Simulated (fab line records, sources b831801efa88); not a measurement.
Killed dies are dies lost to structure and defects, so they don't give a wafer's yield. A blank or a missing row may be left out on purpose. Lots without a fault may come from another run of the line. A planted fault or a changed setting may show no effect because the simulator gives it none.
Which tool did it? | flow gf180mcu | 7 lots, 21 wafers sampled, at 3 steps of a route of 602

WHAT THE GAUGES READ, wafer by wafer
GF_SAB_OVL_MEAS_10.
lot  | measured     | on         | SAB_OVL (nm)
L607 | day 15 20:56 | overlay-02 | -1.9 0.6 -1.2
L609 | day 16 16:07 | overlay-01 | 0.9 1.7 1.0
L613 | day 18 06:55 | overlay-01 | -1.6 -1.9 -1.1
L615 | day 19 04:14 | overlay-01 | - - -
L617 | day 19 15:43 | overlay-01 | 0.0 0.0 -1.7
L625 | day 22 10:56 | overlay-01 | 0.1 0.0 0.6
L627 | day 22 20:14 | overlay-02 | 0.4 1.2 -0.9

WHICH TOOL RAN EACH LOT (tool, then ch and the chambers of the sampled wafers, then the start)
lot  | GF_HV_LDD_RTA_52                 | GF_SAB_EXPOSE_06
L607 | rtp_anneal-02 ch 0, day 13 02:03 | iline_stepper-01 ch 0, day 15 10:10
L609 | rtp_anneal-02 ch 0, day 13 19:50 | iline_stepper-02 ch 0, day 16 04:26
L613 | rtp_anneal-01 ch 0, day 15 08:07 | iline_stepper-01 ch 0, day 17 19:23
L615 | rtp_anneal-02 ch 0, day 16 00:16 | iline_stepper-02, day 18 15:56
L617 | rtp_anneal-02 ch 0, day 16 14:22 | iline_stepper-01 ch 0, day 19 03:40
L625 | rtp_anneal-02 ch 0, day 19 07:20 | iline_stepper-01 ch 0, day 21 23:44
L627 | rtp_anneal-01 ch 0, day 19 17:19 | iline_stepper-01 ch 0, day 22 08:40
- GF_HV_LDD_RTA_52: time 10 s.
- GF_SAB_EXPOSE_06: exposes mask SAB, target cd 420 nm.

THE ANSWER, worked out from the rows above alone
Rule: what is usual is taken from the lots themselves. Put in order of their means at a reading, lots are off if they are a third of the lots or fewer, leave a main group of 4 or more, and stand apart from it by a gap of 3 or more times the standard deviation of the main group's means; of several such gaps the widest counts. A main group whose means are all the same, to the digits that the tables above print for the reading, isn't used. A lot without any number at a reading at which 4 lots or more have one is off too. The other lots that the step has rows for count as sound.
Off: L615, at GF_SAB_OVL_MEAS_10 (SAB_OVL). Without a number there: L615. The main group: mean -0.2 nm, standard deviation 0.88.
A tool fits if, at a process step before that reading, it ran every lot that is off, and no sound lot after the first of them. The gauges at GF_SAB_OVL_MEAS_10 are tried like those tools. One fits: iline_stepper-02 at GF_SAB_EXPOSE_06. Its last sound lot is L609 (day 16 04:26), its first lot that is off L615 (day 18 15:56): a fault that began between those two fits.

WHAT THE SIMULATOR HAD PUT IN
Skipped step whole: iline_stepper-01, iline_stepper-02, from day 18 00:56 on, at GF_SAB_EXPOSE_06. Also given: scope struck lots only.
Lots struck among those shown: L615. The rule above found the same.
